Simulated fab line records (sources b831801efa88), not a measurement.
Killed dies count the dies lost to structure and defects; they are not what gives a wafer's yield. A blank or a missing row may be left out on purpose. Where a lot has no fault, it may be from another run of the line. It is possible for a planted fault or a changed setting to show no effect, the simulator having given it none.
Matching of chambers + flow sky130 + cmp-01 running SKY_VIA3_CMP_02: 4 sister chambers
The step polishes SiO2. 14 wafers are shown with their chamber, then 7 later ones without.

WAFERS WITH THEIR CHAMBER
| wafer  | chamber | motor current A (A) | retaining ring pressure frac |
|--------|---------|---------------------|------------------------------|
| L074.2 | 1       | 11.4                | 1.000                        |
| L074.4 | 0       | 9.2                 | 1.003                        |
| L074.5 | 2       | 11.7                | 1.006                        |
| L075.3 | 0       | 9.7                 | 1.003                        |
| L075.5 | 1       | 11.1                | 0.996                        |
| L075.6 | 0       | 9.7                 | 1.002                        |
| L076.1 | 0       | 9.6                 | 0.998                        |
| L076.3 | 2       | 12.4                | 1.007                        |
| L076.5 | 0       | 9.3                 | 0.996                        |
| L086.1 | 2       | 12.6                | 1.003                        |
| L086.3 | 1       | 11.2                | 0.997                        |
| L086.5 | 3       | 11.9                | 0.999                        |
| L088.2 | 0       | 9.8                 | 0.997                        |
| L088.4 | 2       | 12.6                | 1.001                        |

SIGNATURES (averages over the wafers above)
| reading                      | chamber 0 | chamber 1 | chamber 2 | chamber 3 | scatter within a chamber |
|------------------------------|-----------|-----------|-----------|-----------|--------------------------|
| motor current A              | 9.550     | 11.233    | 12.325    | 11.900    | 0.298                    |
| retaining ring pressure frac | 0.99983   | 0.99767   | 1.00425   | 0.99900   | 0.00287                  |
Rule: a wafer's distance from a chamber is the root of the sum, over the readings, of the square of ((its reading less the chamber's mean) divided by the reading's scatter). If the next closest chamber is less than 2 further off than the closest, the wafer can't be placed; otherwise it belongs to the closest. How the scatter is found: for the shown wafers, subtract from each reading the mean of its chamber, square and add these, divide the total by (wafers less chambers), then take the root.

WAFERS MISSING THEIR CHAMBER
| wafer  | motor current A (A) | retaining ring pressure frac |
|--------|---------------------|------------------------------|
| L088.6 | 12.8                | 0.998                        |
| L094.3 | 11.2                | 1.002                        |
| L094.5 | 12.4                | 0.998                        |
| L094.6 | 11.0                | 1.003                        |
| L095.1 | 12.0                | 1.004                        |
| L095.4 | 9.4                 | 0.998                        |
| L095.5 | 10.9                | 0.993                        |

THE CHAMBER EACH PASSED THROUGH
| wafer  | from the rows above     | in truth |
|--------|-------------------------|----------|
| L088.6 | can't be placed: 2 or 3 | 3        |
| L094.3 | can't be placed: 1 or 3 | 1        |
| L094.5 | can't be placed: 3 or 2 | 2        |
| L094.6 | can't be placed: 1 or 3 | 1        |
| L095.1 | can't be placed: 2 or 3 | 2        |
| L095.4 | 0                       | 0        |
| L095.5 | can't be placed: 1 or 3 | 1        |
Correctly placed: 1 of 7. Can't be placed from these rows: 6 (the true chamber is among the candidates in 6). 0 placed wrongly.
